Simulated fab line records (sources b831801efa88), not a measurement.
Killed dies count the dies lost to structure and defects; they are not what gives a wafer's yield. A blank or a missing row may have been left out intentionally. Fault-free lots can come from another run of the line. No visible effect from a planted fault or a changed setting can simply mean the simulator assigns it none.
Lot-split experiment || flow sfq line || on a route of 325 steps: 5 lots, 13 wafers read

THE SPLIT
At SFQ_TRILAYER_M0_LITHO_COAT_026 (resist thk 62 nm), the setting spin rpm was moved away from the recipe's 3000 rpm on 6 of the 13 wafers read, by -6.8% to +7.1%. For the rest of the wafers, this setting stayed at what the recipe calls for.

FROM THE SPLIT TO THE READING: what the file shows between them, 1 step
- SFQ_TRILAYER_M0_LITHO_COAT_021: resist thk 600 nm (also split here: resist thk nm)

THE READING
etch.depth nm (the simulator's own value, which no gauge read), in nm, at SFQ_TRILAYER_M0_BARC_OPEN_METAL_ETCH_031 (etches BARC in O2, target depth 125 nm, time 41.7 s). The file gives no usual value for it. The 7 wafers here that ran the recipe average 61.97 nm, standard deviation 0.12 nm.

{"wafer": "L074.6", "tool, chamber at the split": "litho track-01, 0", "spin rpm as run, rpm": 2880, "against the recipe": "-4.0%", "etch.depth nm, nm": 63.35, "against lot-mates on the recipe": "no lot-mate on the recipe"}
{"wafer": "L076.1", "tool, chamber at the split": "litho track-04, 0", "spin rpm as run, rpm": 2797, "against the recipe": "-6.8%", "etch.depth nm, nm": 64.12, "against lot-mates on the recipe": "+2.17"}
{"wafer": "L076.2", "tool, chamber at the split": "litho track-04, 0", "spin rpm as run, rpm": 3000, "against the recipe": "recipe", "etch.depth nm, nm": 61.85, "against lot-mates on the recipe": "-"}
{"wafer": "L076.3", "tool, chamber at the split": "litho track-04, 0", "spin rpm as run, rpm": 3000, "against the recipe": "recipe", "etch.depth nm, nm": 62.06, "against lot-mates on the recipe": "-"}
{"wafer": "L076.5", "tool, chamber at the split": "litho track-04, 0", "spin rpm as run, rpm": 2797, "against the recipe": "-6.8%", "etch.depth nm, nm": 64.19, "against lot-mates on the recipe": "+2.23"}
{"wafer": "L076.6", "tool, chamber at the split": "litho track-04, 0", "spin rpm as run, rpm": 2797, "against the recipe": "-6.8%", "etch.depth nm, nm": 64.13, "against lot-mates on the recipe": "+2.17"}
{"wafer": "L077.4", "tool, chamber at the split": "litho track-04, 0", "spin rpm as run, rpm": 3000, "against the recipe": "recipe", "etch.depth nm, nm": 62, "against lot-mates on the recipe": "-"}
{"wafer": "L077.5", "tool, chamber at the split": "litho track-04, 0", "spin rpm as run, rpm": 3000, "against the recipe": "recipe", "etch.depth nm, nm": 61.79, "against lot-mates on the recipe": "-"}
{"wafer": "L077.6", "tool, chamber at the split": "litho track-04, 0", "spin rpm as run, rpm": 3000, "against the recipe": "recipe", "etch.depth nm, nm": 61.94, "against lot-mates on the recipe": "-"}
{"wafer": "L078.1", "tool, chamber at the split": "litho track-01, 0", "spin rpm as run, rpm": 3000, "against the recipe": "recipe", "etch.depth nm, nm": 61.96, "against lot-mates on the recipe": "-"}
{"wafer": "L079.1", "tool, chamber at the split": "litho track-01, 0", "spin rpm as run, rpm": 3000, "against the recipe": "recipe", "etch.depth nm, nm": 62.16, "against lot-mates on the recipe": "-"}
{"wafer": "L079.3", "tool, chamber at the split": "litho track-01, 0", "spin rpm as run, rpm": 3214, "against the recipe": "+7.1%", "etch.depth nm, nm": 60.26, "against lot-mates on the recipe": -1.90}
{"wafer": "L079.4", "tool, chamber at the split": "litho track-01, 0", "spin rpm as run, rpm": 3214, "against the recipe": "+7.1%", "etch.depth nm, nm": 60.04, "against lot-mates on the recipe": -2.12}

THE FIT
A straight line over all 13 wafers: etch.depth nm changes by -0.293 nm for each +1% of spin rpm; r = -0.99; the points scatter about the line by 0.16 nm.
The same after taking each lot's own level away (the mean of its wafers on the recipe; 12 wafers): -0.304 nm for each +1%; r = -1.00; scatter 0.12 nm.
On that fit, the largest move of spin rpm shifts the reading by 2.2 nm.
Measured against the standard deviation above, the lots' own levels, which go from 61.910 to 62.160 nm, span 2.2 times it.
Consequently the slope shifts little with the lot-to-lot level, the two slopes agreeing.
Check: for one of the wafers moved furthest among these (+7.1%), held out of the fit, the line's prediction against its lot-mates is -2.22 nm. Against them it came out at -1.9 nm.

OTHER SPLITS ON THESE WAFERS
Before the reading, these wafers also passed through other splits. Each is held against what the fit with the lots' levels taken away leaves over:
{"other split on the same wafers": "SFQ_TRILAYER_INCOMING_OXIDATION_002 temp c", "wafers away from the commonest value": 5, "r with etch.depth nm (lot level and that fit taken away)": "+0.36"}
{"other split on the same wafers": "SFQ_TRILAYER_L0_LITHO_COAT_010 resist thk nm", "wafers away from the commonest value": 4, "r with etch.depth nm (lot level and that fit taken away)": "+0.02"}
{"other split on the same wafers": "SFQ_TRILAYER_L0_BARC_OPEN_METAL_ETCH_010 bias w", "wafers away from the commonest value": 2, "r with etch.depth nm (lot level and that fit taken away)": "+0.02"}
{"other split on the same wafers": "SFQ_TRILAYER_L0_VIA_LITHO_COAT_018 spin rpm", "wafers away from the commonest value": 2, "r with etch.depth nm (lot level and that fit taken away)": -0.61}
{"other split on the same wafers": "SFQ_TRILAYER_M0_LITHO_COAT_021 resist thk nm", "wafers away from the commonest value": 3, "r with etch.depth nm (lot level and that fit taken away)": "+0.12"}

THE WHOLE CHAIN: every reading that the file lists as answering this split, in the file's order
{"step": "SFQ_TRILAYER_M0_LITHO_COAT_026", "what it does": "resist thk 62 nm", "reading": "BARC_of_TRILAYER_M0_LITHO_COAT_026.thk nm (the simulator's own value, which no gauge read)", "change (the file's fit)": "-0.315 nm for each +1% of the setting", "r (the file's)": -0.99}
{"step": "SFQ_TRILAYER_M0_BARC_OPEN_METAL_ETCH_031", "what it does": "etches BARC in O2, target depth 125 nm, time 41.7 s", "reading": "etch.depth nm (the simulator's own value, which no gauge read)", "change (the file's fit)": "-0.308 nm for each +1% of the setting", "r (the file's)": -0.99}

FILE'S OWN FIT
etch.depth nm changes by -0.308 nm for each +1% of spin rpm, r = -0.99.
